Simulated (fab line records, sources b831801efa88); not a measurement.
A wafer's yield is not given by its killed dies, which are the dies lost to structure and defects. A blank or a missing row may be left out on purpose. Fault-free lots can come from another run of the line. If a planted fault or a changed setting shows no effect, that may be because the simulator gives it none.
The same fault as seen by 2 desks | flow gf180mcu | numbers are kept per desk, each desk with only its own; the story behind them comes last

## METROLOGY DESK
Means of the sampled wafers that have a number, per lot and without regard to the tool the lot ran on: this is what the gauges read. Marked OUT: a lot whose mean sits more than 4 standard deviations from the usual mean, which makes it out of limits; the brackets give that distance.
Columns: A = HV_LDD_CVD_56_THK at GF_HV_LDD_THK_MEAS_57, usual 89.9 nm; B = SAB_OVL at GF_SAB_OVL_MEAS_10, usual 1.0 nm
lot  | first seen here | A               | B
L703 | day 12 22:47    | 90.1            | 3.1
L706 | day 13 20:46    | 90.0            | 3.3
L707 | day 14 04:05    | 89.7            | 0.2
L708 | day 14 13:35    | 90.1            | 2.9
L709 | day 15 00:18    | 90.2            | 0.0
L711 | day 15 12:46    | 89.5            | -1.3
L713 | day 16 11:06    | 87.8            | 0.4
L715 | day 16 20:37    | 89.8            | 0.0
L719 | day 18 12:34    | 90.3            | 1.1
L720 | day 18 13:44    | 81.8 (-8.2) OUT | 0.9
L721 | day 18 21:01    | 85.0 (-5.0) OUT | 0.6
This desk's result: L720, L721 out of limits, first on L720 (HV_LDD_CVD_56_THK at GF_HV_LDD_THK_MEAS_57), day 18 13:44. In limits: L703, L706, L707, L708, L709, L711, L713, L715, L719.

## DESK OF THE TOOL OWNER: lpcvd-01
The tool's own readings at GF_HV_LDD_CVD_56 (deposits Si3N4 from DCS/NH3, target thk 90 nm, time 1543 s): means of the sampled wafers that have a number, for each lot that ran on this tool. Marked OUT: a lot whose mean sits more than 4 standard deviations from the usual mean, which makes it out of limits; the brackets give that distance.
Columns: A = spike-tc-centre-C at GF_HV_LDD_CVD_56, usual 769.5 C; B = spike-tc-top-C at GF_HV_LDD_CVD_56, usual 784 C; C = spike-tc-upper-C at GF_HV_LDD_CVD_56, usual 769.5 C; D = zone-power-centre-pct at GF_HV_LDD_CVD_56, usual 13.0 %; E = zone-power-lower-pct at GF_HV_LDD_CVD_56, usual 12.5 %; F = zone-power-upper-pct at GF_HV_LDD_CVD_56, usual 14.4 %
lot  | first seen here | A               | B   | C     | D              | E               | F
L706 | day 13 19:20    | 770.2           | 789 | 771.0 | 12.4           | 13.4            | 16.0
L707 | day 14 02:38    | 769.6           | 789 | 771.0 | 12.4           | 13.3            | 16.1
L708 | day 14 12:08    | 769.2           | 783 | 770.1 | 13.5           | 12.7            | 12.9
L709 | day 14 22:51    | 770.2           | 789 | 769.8 | 12.4           | 13.3            | 16.2
L711 | day 15 11:20    | 770.2           | 781 | 768.6 | 13.6           | 12.7            | 13.0
L713 | day 16 09:40    | 770.3           | 781 | 768.8 | 13.6           | 12.8            | 13.0
L720 | day 18 12:17    | 745.2 (-22) OUT | 787 | 773.1 | 6.7 (-9.9) OUT | 16.6 (+4.5) OUT | 19.7 (+4.1) OUT
L721 | day 18 19:36    | 746.6 (-21) OUT | 789 | 773.8 | 6.5 (-10) OUT  | 16.8 (+4.7) OUT | 20.0 (+4.3) OUT
Finding of this desk: L720, L721 out of limits; the first was L720 at day 18 12:17, on spike-tc-centre-C at GF_HV_LDD_CVD_56. In limits: L706, L707, L708, L709, L711, L713.

## ALL TOGETHER
On L720, L721, at day 18 12:17, an alarm was possible from the tool owner's desk.
The metrology desk could have raised an alarm at day 18 13:44, on L720, L721.
Of the lots named, all ran GF_HV_LDD_CVD_56 on lpcvd-01.

## WHAT WAS PUT IN BY THE SIMULATOR
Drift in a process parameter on lpcvd-01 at GF_HV_LDD_CVD_56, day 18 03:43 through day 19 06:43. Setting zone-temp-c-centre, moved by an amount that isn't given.
Shown lots that were struck: L720, L721.
Fault start to first reading out of limits, in hours, per desk: tool owner, 9; metrology, 10.
